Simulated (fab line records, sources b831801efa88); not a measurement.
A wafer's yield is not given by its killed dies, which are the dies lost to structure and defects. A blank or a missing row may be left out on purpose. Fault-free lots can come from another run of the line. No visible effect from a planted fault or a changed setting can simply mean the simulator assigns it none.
Matching of chambers    flow sky130    SKY_FIELD_ISO_ETCH_17 on rie-si-02 has 4 sister chambers
The step etches Si in HBr/Cl2/O2, target depth 342 nm, time 97.7 s. 4 wafers are shown with their chamber, then 11 later ones without.

## WAFERS PAIRED WITH THEIR CHAMBERS
wafer   chamber  drypump-motor-current-A (A)
L124.2  1        5.95
L132.2  2        5.96
L132.5  3        6.11
L135.2  0        5.38

## WAFERS MISSING THEIR CHAMBER
wafer   drypump-motor-current-A (A)
L135.3  5.92
L135.4  6.10
L141.2  5.96
L141.5  5.97
L141.6  5.91
L142.2  5.93
L142.3  6.09
L142.6  6.11
L143.2  5.37
L143.4  5.97
L143.5  5.37

## WHICH CHAMBER EACH ONE RAN IN
wafer   from the rows above      in truth
L135.3  can't be placed: 1 or 2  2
L135.4  3                        3
L141.2  can't be placed: 2 or 1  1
L141.5  can't be placed: 2 or 1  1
L141.6  can't be placed: 1 or 2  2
L142.2  can't be placed: 1 or 2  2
L142.3  3                        3
L142.6  3                        3
L143.2  0                        0
L143.4  can't be placed: 2 or 1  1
L143.5  0                        0
Placed correctly: 5 of 11. Not placeable from these rows: 6 (in 6, the candidates include the true chamber). Placed wrongly: 0.
How it was worked out, from the rows above alone: a wafer's distance from a chamber is the root of the sum, over the readings, of the square of ((its reading less the chamber's mean) divided by the reading's scatter). If the next closest chamber is less than 2 further off than the closest, the wafer can't be placed; otherwise it belongs to the closest. The mean given for a chamber averages the wafers shown for that chamber. The scatter: root of mean squared gap, hidden wafer to nearest shown wafer, with one shown wafer a chamber.
